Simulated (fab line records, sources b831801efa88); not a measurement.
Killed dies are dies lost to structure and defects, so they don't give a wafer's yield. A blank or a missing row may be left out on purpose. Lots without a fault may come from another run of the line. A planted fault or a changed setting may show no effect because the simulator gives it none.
Which tool did it? | flow sky130 | 24 lots, 72 wafers sampled, at 5 steps of a route of 708

WHAT THE GAUGES READ, wafer by wafer
SKY_VT_ADJUST_PCH_TW_MEAS_10.
lot  | measured     | on            | VT_ADJUST_PCH_TW
L074 | day 10 16:31 | film_metro-03 | 140.5 140.5 139.4
L075 | day 11 00:55 | film_metro-02 | 144.0 144.0 143.9
L076 | day 11 02:43 | film_metro-01 | 141.0 141.4 141.1
L077 | day 11 08:40 | film_metro-03 | 139.6 140.4 139.5
L078 | day 11 20:46 | film_metro-03 | 140.4 139.4 140.6
L079 | day 12 04:24 | film_metro-02 | 144.3 144.3 144.5
L080 | day 12 08:38 | film_metro-02 | 143.4 144.0 143.5
L081 | day 12 14:01 | film_metro-01 | 139.8 140.7 139.7
L082 | day 12 19:23 | film_metro-03 | 140.3 139.9 139.9
L083 | day 13 06:16 | film_metro-02 | 143.6 143.2 143.4
L084 | day 13 14:25 | film_metro-01 | 139.6 140.0 140.0
L085 | day 13 21:22 | film_metro-02 | 142.5 143.4 143.7
L086 | day 14 05:01 | film_metro-02 | 144.0 142.7 143.5
L087 | day 14 15:16 | film_metro-02 | 143.5 142.4 142.5
L088 | day 14 21:59 | film_metro-03 | 141.3 142.7 141.2
L089 | day 15 03:39 | film_metro-03 | 140.7 140.0 139.5
L090 | day 15 11:10 | film_metro-03 | 140.5 140.7 140.5
L091 | day 15 17:46 | film_metro-01 | 140.2 140.9 140.0
L092 | day 16 06:01 | film_metro-01 | 141.0 141.0 141.0
L093 | day 16 10:40 | film_metro-01 | 140.8 140.9 140.3
L094 | day 16 19:20 | film_metro-02 | 144.0 143.6 144.1
L095 | day 17 03:01 | film_metro-03 | 141.5 141.0 141.8
L096 | day 17 06:55 | film_metro-02 | 143.9 143.8 144.0
L097 | day 17 12:52 | film_metro-01 | 139.4 139.7 140.2

SKY_CONTACT_OVL_MEAS_15.
lot  | measured     | on         | CONTACT_OVL (nm)
L074 | day 31 22:22 | overlay-02 | -5 -4 -7
L075 | day 32 04:41 | overlay-02 | 1 3 5
L076 | day 32 09:08 | overlay-02 | 5 1 1
L077 | day 32 15:43 | overlay-01 | 0 -1 7
L078 | day 33 04:26 | overlay-01 | 2 2 -1
L079 | day 33 10:52 | overlay-02 | 3 2 5
L080 | day 33 15:32 | overlay-02 | -3 -11 -4
L081 | day 34 00:02 | overlay-01 | -3 -1 -1
L082 | day 34 04:58 | overlay-02 | 8 10 0
L083 | day 34 16:58 | overlay-02 | -1 -6 -4
L084 | day 34 23:43 | overlay-02 | 9 6 5
L085 | day 35 15:38 | overlay-02 | 12 9 5
L086 | day 35 16:17 | overlay-02 | -2 -2 5
L087 | day 35 23:10 | overlay-01 | -2 4 5
L088 | day 36 08:46 | overlay-01 | 3 4 0
L089 | day 36 12:27 | overlay-01 | 6 -2 4
L090 | day 36 19:46 | overlay-02 | 9 3 3
L091 | day 37 04:49 | overlay-02 | 8 8 9
L092 | day 37 13:07 | overlay-01 | 12 6 9
L093 | day 37 14:34 | overlay-02 | -5 1 -1
L094 | day 38 04:25 | overlay-01 | -2 -1 -3
L095 | day 38 09:10 | overlay-01 | -7 0 2
L096 | day 38 09:33 | overlay-01 | 4 -2 4
L097 | day 38 16:33 | overlay-01 | 8 8 8

WHICH TOOL RAN EACH LOT (tool, then ch and the chambers of the sampled wafers, then the start)
lot  | SKY_FIELD_ISO_ETCH_15             | SKY_VT_ADJUST_LVTN_STRIP_09          | SKY_VT_ADJUST_PCH_STRIP_09
L074 | rie_diel-04 ch 1,2,3, day 2 04:44 | plasma_asher-04 ch 0,1, day 7 03:49  | plasma_asher-01 ch 0,1, day 10 16:25
L075 | rie_diel-02 ch 0,2, day 2 10:20   | plasma_asher-04 ch 0,1, day 7 10:50  | plasma_asher-01 ch 0,1, day 11 00:49
L076 | rie_diel-03 ch 0,1,3, day 2 14:55 | plasma_asher-01 ch 0,1, day 7 12:46  | plasma_asher-01 ch 0,1, day 11 02:37
L077 | rie_diel-02 ch 1,2, day 2 21:38   | plasma_asher-02 ch 0,1, day 7 16:39  | plasma_asher-01 ch 0,1, day 11 08:34
L078 | rie_diel-04 ch 0,1,2, day 3 06:22 | plasma_asher-04 ch 0,1, day 8 04:25  | plasma_asher-01 ch 0,1, day 11 20:40
L079 | rie_diel-02 ch 2,3, day 3 06:44   | plasma_asher-04 ch 0,1, day 8 09:21  | plasma_asher-04 ch 1, day 12 04:17
L080 | rie_diel-03 ch 0,3, day 3 14:28   | plasma_asher-04 ch 0,1, day 8 13:29  | plasma_asher-04 ch 0,1, day 12 08:32
L081 | rie_diel-03 ch 1,3, day 3 16:52   | plasma_asher-01 ch 0,1, day 8 17:39  | plasma_asher-03 ch 1, day 12 13:55
L082 | rie_diel-04 ch 1,3, day 3 21:02   | plasma_asher-01 ch 0, day 8 22:25    | plasma_asher-04 ch 0,1, day 12 19:17
L083 | rie_diel-04 ch 0,1,2, day 4 02:38 | plasma_asher-01 ch 0,1, day 9 07:48  | plasma_asher-03 ch 0,1, day 13 06:10
L084 | rie_diel-02 ch 0,1,2, day 4 09:26 | plasma_asher-02 ch 0,1, day 9 14:30  | plasma_asher-04 ch 0,1, day 13 14:19
L085 | rie_diel-04 ch 1,2, day 4 13:32   | plasma_asher-01 ch 0,1, day 9 21:17  | plasma_asher-01 ch 0,1, day 13 21:16
L086 | rie_diel-03 ch 0,1, day 4 18:23   | plasma_asher-04 ch 1, day 10 03:18   | plasma_asher-04 ch 0,1, day 14 04:55
L087 | rie_diel-02 ch 1,2, day 4 23:28   | plasma_asher-02 ch 0,1, day 10 12:25 | plasma_asher-03 ch 0,1, day 14 15:10
L088 | rie_diel-04 ch 0,2,3, day 5 07:49 | plasma_asher-01 ch 0,1, day 10 17:25 | plasma_asher-04 ch 0,1, day 14 21:53
L089 | rie_diel-04 ch 1,3, day 5 11:14   | plasma_asher-01 ch 0, day 10 21:37   | plasma_asher-01 ch 1, day 15 03:32
L090 | rie_diel-03 ch 1,3, day 5 17:49   | plasma_asher-01 ch 0,1, day 11 05:42 | plasma_asher-01 ch 0,1, day 15 11:04
L091 | rie_diel-02 ch 0,2,3, day 5 20:52 | plasma_asher-04 ch 0,1, day 11 10:50 | plasma_asher-01 ch 1, day 15 17:40
L092 | rie_diel-04 ch 0,2,3, day 6 03:46 | plasma_asher-02 ch 0, day 11 21:09   | plasma_asher-04 ch 0,1, day 16 05:55
L093 | rie_diel-04 ch 2,3, day 6 08:13   | plasma_asher-02 ch 0,1, day 11 23:29 | plasma_asher-01 ch 0,1, day 16 10:34
L094 | rie_diel-02 ch 0,2, day 6 12:14   | plasma_asher-04 ch 0,1, day 12 10:11 | plasma_asher-04 ch 0,1, day 16 19:14
L095 | rie_diel-03 ch 0,1,2, day 6 17:29 | plasma_asher-02 ch 0,1, day 12 15:05 | plasma_asher-01 ch 1, day 17 02:55
L096 | rie_diel-02 ch 0,1,3, day 6 22:56 | plasma_asher-01 ch 0,1, day 12 18:39 | plasma_asher-03 ch 0,1, day 17 06:49
L097 | rie_diel-03 ch 0,1,2, day 7 03:31 | plasma_asher-02 ch 0,1, day 13 00:34 | plasma_asher-03 ch 0,1, day 17 12:46
- SKY_FIELD_ISO_ETCH_15: etches the open film in CHF3/O2, stops on Si, target depth 180 nm, time 72 s.
- SKY_VT_ADJUST_LVTN_STRIP_09: strips in O2/N2.
- SKY_VT_ADJUST_PCH_STRIP_09: strips in O2/N2.

WHAT THE TOOLS THEMSELVES READ (means of the sampled wafers that have a number; where no wafer has one, the mark that the record gives instead)
SKY_FIELD_ISO_ETCH_15.
lot  | tool        | drypump_motor_current_A (A) | oes_product_au (a.u.) | throttle_valve_pct (%)
L074 | rie_diel-04 | 6.0                         | 0.950                 | 8.839
L075 | rie_diel-02 | 6.0                         | 0.948                 | 8.846
L076 | rie_diel-03 | 5.8                         | 0.951                 | 8.840
L077 | rie_diel-02 | 5.8                         | 0.947                 | 8.840
L078 | rie_diel-04 | 6.1                         | 0.953                 | 8.838
L079 | rie_diel-02 | 6.1                         | 0.948                 | 8.856
L080 | rie_diel-03 | 6.0                         | 0.960                 | 8.860
L081 | rie_diel-03 | 5.6                         | 0.939                 | 8.832
L082 | rie_diel-04 | 6.4                         | 0.943                 | 8.849
L083 | rie_diel-04 | 6.1                         | 0.942                 | 8.841
L084 | rie_diel-02 | 5.9                         | 0.953                 | 8.855
L085 | rie_diel-04 | 6.2                         | 0.934                 | 8.844
L086 | rie_diel-03 | 5.9                         | 0.950                 | 8.845
L087 | rie_diel-02 | 5.6                         | 0.957                 | 8.839
L088 | rie_diel-04 | 5.9                         | 0.940                 | 8.851
L089 | rie_diel-04 | 6.4                         | 0.939                 | 8.843
L090 | rie_diel-03 | 5.7                         | 0.950                 | 8.849
L091 | rie_diel-02 | 6.0                         | 0.953                 | 8.844
L092 | rie_diel-04 | 5.9                         | 0.949                 | 8.838
L093 | rie_diel-04 | 5.6                         | 0.947                 | 8.844
L094 | rie_diel-02 | 5.7                         | 0.943                 | 8.851
L095 | rie_diel-03 | 5.6                         | 0.950                 | 8.854
L096 | rie_diel-02 | 6.3                         | 0.944                 | 8.853
L097 | rie_diel-03 | 5.5                         | 0.946                 | 8.841

SKY_VT_ADJUST_LVTN_STRIP_09.
lot  | tool            | drypump_motor_current_A (A) | oes_product_au (a.u.) | strip_time_to_endpoint_s (s)
L074 | plasma_asher-04 | 5.2                         | 0.720                 | 36.74
L075 | plasma_asher-04 | 5.3                         | 0.723                 | 36.79
L076 | plasma_asher-01 | 5.0                         | 0.728                 | 36.94
L077 | plasma_asher-02 | 5.7                         | 0.722                 | 36.88
L078 | plasma_asher-04 | 5.2                         | 0.720                 | 36.95
L079 | plasma_asher-04 | 5.2                         | 0.723                 | 36.81
L080 | plasma_asher-04 | 5.2                         | 0.723                 | 36.88
L081 | plasma_asher-01 | 5.0                         | 0.722                 | 37.03
L082 | plasma_asher-01 | 4.8                         | 0.721                 | 36.87
L083 | plasma_asher-01 | 5.2                         | 0.723                 | 36.83
L084 | plasma_asher-02 | 5.6                         | 0.722                 | 36.92
L085 | plasma_asher-01 | 5.2                         | 0.721                 | 37.01
L086 | plasma_asher-04 | 5.2                         | 0.722                 | 36.93
L087 | plasma_asher-02 | 5.6                         | 0.724                 | 36.84
L088 | plasma_asher-01 | 5.2                         | 0.728                 | 36.99
L089 | plasma_asher-01 | 4.8                         | 0.726                 | 37.04
L090 | plasma_asher-01 | 5.0                         | 0.723                 | 36.99
L091 | plasma_asher-04 | 5.2                         | 0.725                 | 37.03
L092 | plasma_asher-02 | 5.5                         | 0.721                 | 36.78
L093 | plasma_asher-02 | 5.7                         | 0.727                 | 36.80
L094 | plasma_asher-04 | 5.2                         | 0.723                 | 36.91
L095 | plasma_asher-02 | 5.6                         | 0.725                 | 36.93
L096 | plasma_asher-01 | 5.0                         | 0.721                 | 36.69
L097 | plasma_asher-02 | 5.6                         | 0.724                 | 36.85

SKY_VT_ADJUST_PCH_STRIP_09.
lot  | tool            | drypump_motor_current_A (A) | oes_product_au (a.u.) | strip_time_to_endpoint_s (s)
L074 | plasma_asher-01 | 5.3                         | 0.732                 | 36.84
L075 | plasma_asher-01 | 5.2                         | 0.722                 | 36.90
L076 | plasma_asher-01 | 5.0                         | 0.724                 | 36.82
L077 | plasma_asher-01 | 5.0                         | 0.722                 | 37.08
L078 | plasma_asher-01 | 5.0                         | 0.724                 | 37.02
L079 | plasma_asher-04 | 5.3                         | 0.715                 | 36.90
L080 | plasma_asher-04 | 5.2                         | 0.724                 | 37.02
L081 | plasma_asher-03 | 5.9                         | 0.724                 | 36.84
L082 | plasma_asher-04 | 5.1                         | 0.720                 | 36.82
L083 | plasma_asher-03 | 5.9                         | 0.721                 | 37.01
L084 | plasma_asher-04 | 5.2                         | 0.724                 | 36.84
L085 | plasma_asher-01 | 5.2                         | 0.722                 | 36.86
L086 | plasma_asher-04 | 5.2                         | 0.720                 | 36.99
L087 | plasma_asher-03 | 6.0                         | 0.722                 | 36.95
L088 | plasma_asher-04 | 5.2                         | 0.719                 | 36.94
L089 | plasma_asher-01 | 5.4                         | 0.727                 | 36.92
L090 | plasma_asher-01 | 5.2                         | 0.718                 | 37.05
L091 | plasma_asher-01 | 5.4                         | 0.724                 | 36.94
L092 | plasma_asher-04 | 5.2                         | 0.722                 | 36.89
L093 | plasma_asher-01 | 5.0                         | 0.725                 | 36.87
L094 | plasma_asher-04 | 5.2                         | 0.722                 | 36.93
L095 | plasma_asher-01 | 5.5                         | 0.718                 | 36.94
L096 | plasma_asher-03 | 6.0                         | 0.731                 | 37.06
L097 | plasma_asher-03 | 5.9                         | 0.721                 | 36.98

THE ANSWER, worked out from the rows above alone
Rule: what is usual is taken from the lots themselves. Put in order of their means at a reading, lots are off if they are a third of the lots or fewer, leave a main group of 4 or more, and stand apart from it by a gap of 3 or more times the standard deviation of the main group's means; of several such gaps the widest counts. A main group whose means are all the same, to the digits that the tables above print for the reading, isn't used. A lot without any number at a reading at which 4 lots or more have one is off too. The other lots that the step has rows for count as sound. The gauges are gone through in route order, then the tools' own readings, and for those a lot's mean is taken as printed above. The first step at which some lot is off is used, and at that step the reading that is off furthest; a lot without a number counts as furthest.
No lot is off at any reading shown: from this, nothing can be told.

WHAT THE SIMULATOR HAD PUT IN
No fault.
